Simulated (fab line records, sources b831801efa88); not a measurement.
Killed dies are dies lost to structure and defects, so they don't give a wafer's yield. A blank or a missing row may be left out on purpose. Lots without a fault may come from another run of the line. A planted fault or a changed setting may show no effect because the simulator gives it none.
Which tool did it? | flow sky130 | 14 lots, 42 wafers sampled, at 6 steps of a route of 708

WHAT THE GAUGES READ, wafer by wafer
SKY_FIELD_ISO_THK_MEAS_23.
lot  | measured    | on            | FIELD_ISO_OXIDATION_01_THK (nm)
L916 | day 2 07:04 | film_metro-03 | 10.03 10.27 10.12
L917 | day 2 14:57 | film_metro-04 | 9.68 9.75 9.76
L918 | day 2 17:17 | film_metro-02 | 10.02 10.06 10.02
L919 | day 2 21:55 | film_metro-03 | 9.52 9.48 9.58
L921 | day 3 15:47 | film_metro-02 | 9.85 9.76 9.62
L923 | day 4 00:07 | film_metro-02 | 9.60 9.65 9.84
L924 | day 4 03:07 | film_metro-04 | 10.16 10.14 10.03
L925 | day 4 08:46 | film_metro-04 | 9.56 9.66 9.70
L927 | day 4 20:23 | film_metro-03 | 9.80 9.99 10.04
L928 | day 5 00:09 | film_metro-04 | 9.72 9.80 9.82
L929 | day 5 04:13 | film_metro-02 | 9.72 9.82 9.81
L930 | day 5 08:12 | film_metro-02 | 9.78 9.67 9.89
L937 | day 7 00:13 | film_metro-04 | 9.88 9.83 9.66
L938 | day 7 07:03 | film_metro-03 | 9.52 9.73 9.64

SKY_NWELL_OVL_MEAS_23.
lot  | measured     | on         | NWELL_01_OVL (nm)
L916 | day 5 07:33  | overlay-01 | 1.3 -0.7 -0.5
L917 | day 5 14:58  | overlay-02 | -1.0 0.2 1.4
L918 | day 5 16:43  | overlay-02 | -0.7 -0.6 -0.6
L919 | day 6 01:17  | overlay-01 | -0.5 1.3 1.2
L921 | day 7 02:53  | overlay-01 | -1.7 -0.2 -0.3
L923 | day 7 10:38  | overlay-02 | -2.7 -1.3 -0.2
L924 | day 7 10:59  | overlay-02 | -0.5 -3.1 -3.4
L925 | day 7 18:55  | overlay-01 | -1.2 -0.3 -1.3
L927 | day 8 10:09  | overlay-01 | -1.3 -1.5 -3.5
L928 | day 8 16:03  | overlay-01 | -0.3 -0.4 -2.5
L929 | day 8 19:23  | overlay-01 | -1.7 -1.0 -1.0
L930 | day 8 22:08  | overlay-02 | 0.4 -0.9 -0.8
L937 | day 10 23:40 | overlay-01 | 0.1 -1.1 -0.5
L938 | day 11 04:00 | overlay-01 | -0.3 -1.8 0.4

SKY_VT_ADJUST_HVTR_TW_MEAS_11.
lot  | measured     | on            | VT_ADJUST_HVTR_TW
L916 | day 9 15:02  | film_metro-01 | 207.0 208.8 208.2
L917 | day 9 22:25  | film_metro-02 | 212.1 212.6 213.5
L918 | day 10 01:27 | film_metro-04 | 213.7 214.3 213.3
L919 | day 10 12:07 | film_metro-04 | 212.2 213.4 213.6
L921 | day 11 18:04 | film_metro-02 | 213.2 212.8 213.4
L923 | day 12 02:37 | film_metro-01 | 207.4 206.5 207.8
L924 | day 12 02:51 | film_metro-02 | 212.2 211.9 212.6
L925 | day 12 13:10 | film_metro-02 | 213.0 213.2 212.8
L927 | day 13 02:16 | film_metro-04 | 30.2 30.2 30.1
L928 | day 13 11:31 | film_metro-04 | 30.1 30.2 30.1
L929 | day 13 15:27 | film_metro-01 | 209.6 210.0 208.7
L930 | day 13 18:13 | film_metro-02 | 212.9 212.5 212.6
L937 | day 16 06:10 | film_metro-01 | 210.3 209.9 210.6
L938 | day 16 11:52 | film_metro-02 | 213.3 212.7 213.3

SKY_SONOS_ONO_THK_MEAS_03.
lot  | measured     | on            | SONOS_ONO_CVD_02_THK (nm)
L916 | day 12 20:17 | film_metro-03 | 10.30 10.34 10.20
L917 | day 12 20:17 | film_metro-04 | 10.38 10.34 10.35
L918 | day 12 20:20 | film_metro-02 | 10.22 10.44 10.17
L919 | day 12 20:21 | film_metro-03 | 10.39 10.58 10.47
L921 | day 13 22:08 | film_metro-03 | 10.63 10.67 10.57
L923 | day 14 06:29 | film_metro-03 | 10.25 10.36 10.18
L924 | day 14 06:29 | film_metro-02 | 10.54 10.63 10.53
L925 | day 14 18:16 | film_metro-04 | 10.55 10.66 10.68
L927 | day 15 11:54 | film_metro-02 | 10.28 10.36 10.23
L928 | day 15 19:35 | film_metro-04 | 10.20 10.26 10.36
L929 | day 16 01:37 | film_metro-02 | 10.42 10.43 10.48
L930 | day 16 03:55 | film_metro-04 | 10.21 10.27 10.25
L937 | day 18 22:55 | film_metro-04 | 10.19 10.14 10.17
L938 | day 19 03:43 | film_metro-02 | 10.28 10.22 10.29

WHICH TOOL RAN EACH LOT (tool, then ch and the chambers of the sampled wafers, then the start)
lot  | SKY_VT_ADJUST_NCORE_STRIP_10         | SKY_VT_ADJUST_HVTR_STRIP_10
L916 | plasma_asher-01 ch 0,1, day 8 16:48  | plasma_asher-02 ch 0,1, day 9 14:56
L917 | plasma_asher-02 ch 0,1, day 9 00:28  | plasma_asher-01 ch 1, day 9 22:19
L918 | plasma_asher-02 ch 0,1, day 9 03:09  | plasma_asher-04 ch 0,1, day 10 01:20
L919 | plasma_asher-03 ch 1, day 9 13:40    | plasma_asher-01 ch 0,1, day 10 12:00
L921 | plasma_asher-03 ch 0,1, day 10 17:52 | plasma_asher-01 ch 0,1, day 11 17:57
L923 | plasma_asher-03 ch 0,1, day 11 02:09 | plasma_asher-01 ch 0,1, day 12 02:31
L924 | plasma_asher-01 ch 0,1, day 11 02:27 | plasma_asher-02 ch 0,1, day 12 02:45
L925 | plasma_asher-02 ch 0,1, day 11 13:24 | plasma_asher-01 ch 0,1, day 12 13:03
L927 | plasma_asher-01 ch 0,1, day 12 04:07 | plasma_asher-02 ch 0,1, day 13 02:10
L928 | plasma_asher-02 ch 0,1, day 12 12:34 | plasma_asher-04 ch 0,1, day 13 11:25
L929 | plasma_asher-02 ch 0,1, day 12 14:49 | plasma_asher-02 ch 0,1, day 13 15:21
L930 | plasma_asher-03 ch 0,1, day 12 17:30 | plasma_asher-04 ch 0,1, day 13 18:06
L937 | plasma_asher-02 ch 0,1, day 15 02:37 | plasma_asher-04 ch 0,1, day 16 06:03
L938 | plasma_asher-01 ch 0,1, day 15 08:16 | plasma_asher-04 ch 0,1, day 16 11:46
- SKY_VT_ADJUST_NCORE_STRIP_10: strips in O2/N2.
- SKY_VT_ADJUST_HVTR_STRIP_10: strips in O2/N2.

WHAT THE TOOLS THEMSELVES READ (means of the sampled wafers that have a number; where no wafer has one, the mark that the record gives instead)
SKY_VT_ADJUST_NCORE_STRIP_10.
lot  | tool            | chamber_pressure_mTorr (mTorr) | drypump_motor_current_A (A) | oes_product_au (a.u.) | strip_time_to_endpoint_s (s)
L916 | plasma_asher-01 | 1501.3                         | 5.52                        | 0.715                 | 14.11
L917 | plasma_asher-02 | 1499.8                         | 5.27                        | 0.717                 | 14.18
L918 | plasma_asher-02 | 1499.9                         | 5.49                        | 0.713                 | 14.17
L919 | plasma_asher-03 | 1499.0                         | 5.65                        | 0.719                 | 14.15
L921 | plasma_asher-03 | 1500.1                         | 5.59                        | 0.712                 | 14.14
L923 | plasma_asher-03 | 1499.9                         | 5.63                        | 0.722                 | 14.20
L924 | plasma_asher-01 | 1499.7                         | 5.54                        | 0.717                 | 14.17
L925 | plasma_asher-02 | 1499.4                         | 5.30                        | 0.715                 | 14.19
L927 | plasma_asher-01 | -                              | -                           | -                     | -
L928 | plasma_asher-02 | -                              | -                           | -                     | -
L929 | plasma_asher-02 | 1500.3                         | 5.50                        | 0.716                 | 14.16
L930 | plasma_asher-03 | 1500.5                         | 5.64                        | 0.714                 | 14.19
L937 | plasma_asher-02 | 1499.9                         | 5.27                        | 0.716                 | 14.24
L938 | plasma_asher-01 | 1499.4                         | 5.55                        | 0.721                 | 14.20

SKY_VT_ADJUST_HVTR_STRIP_10.
lot  | tool            | chamber_pressure_mTorr (mTorr) | drypump_motor_current_A (A) | oes_product_au (a.u.) | strip_time_to_endpoint_s (s)
L916 | plasma_asher-02 | 1500.2                         | 5.3                         | 0.714                 | 14.19
L917 | plasma_asher-01 | 1500.5                         | 5.7                         | 0.720                 | 14.21
L918 | plasma_asher-04 | 1499.3                         | 6.2                         | 0.720                 | 14.16
L919 | plasma_asher-01 | 1500.3                         | 5.4                         | 0.719                 | 14.16
L921 | plasma_asher-01 | 1500.7                         | 5.5                         | 0.718                 | 14.23
L923 | plasma_asher-01 | 1500.0                         | 5.4                         | 0.720                 | 14.22
L924 | plasma_asher-02 | 1500.5                         | 5.3                         | 0.714                 | 14.17
L925 | plasma_asher-01 | 1500.5                         | 5.4                         | 0.715                 | 14.21
L927 | plasma_asher-02 | 1500.2                         | 5.3                         | 0.716                 | 31.35
L928 | plasma_asher-04 | 1500.2                         | 6.1                         | 0.717                 | 31.23
L929 | plasma_asher-02 | 1499.2                         | 5.5                         | 0.718                 | 14.20
L930 | plasma_asher-04 | 1499.4                         | 6.2                         | 0.714                 | 14.14
L937 | plasma_asher-04 | 1500.8                         | 6.1                         | 0.717                 | 14.15
L938 | plasma_asher-04 | 1500.2                         | 6.1                         | 0.717                 | 14.21

THE ANSWER, worked out from the rows above alone
Rule: what is usual is taken from the lots themselves. Put in order of their means at a reading, lots are off if they are a third of the lots or fewer, leave a main group of 4 or more, and stand apart from it by a gap of 3 or more times the standard deviation of the main group's means; of several such gaps the widest counts. A main group whose means are all the same, to the digits that the tables above print for the reading, isn't used. A lot without any number at a reading at which 4 lots or more have one is off too. The other lots that the step has rows for count as sound. The gauges are gone through in route order, then the tools' own readings, and for those a lot's mean is taken as printed above. The first step at which some lot is off is used, and at that step the reading that is off furthest; a lot without a number counts as furthest.
Off: L927, L928, at SKY_VT_ADJUST_HVTR_TW_MEAS_11 (VT_ADJUST_HVTR_TW). The main group: mean 211.6, standard deviation 2.1.
A tool fits if, at a process step before that reading, it ran every lot that is off, and no sound lot after the first of them. The gauges at SKY_VT_ADJUST_HVTR_TW_MEAS_11 aren't tried: what is off there is off at SKY_VT_ADJUST_NCORE_STRIP_10 too, on other tools, and a gauge's error can't cause that. None of those tried fits.

WHAT THE SIMULATOR HAD PUT IN
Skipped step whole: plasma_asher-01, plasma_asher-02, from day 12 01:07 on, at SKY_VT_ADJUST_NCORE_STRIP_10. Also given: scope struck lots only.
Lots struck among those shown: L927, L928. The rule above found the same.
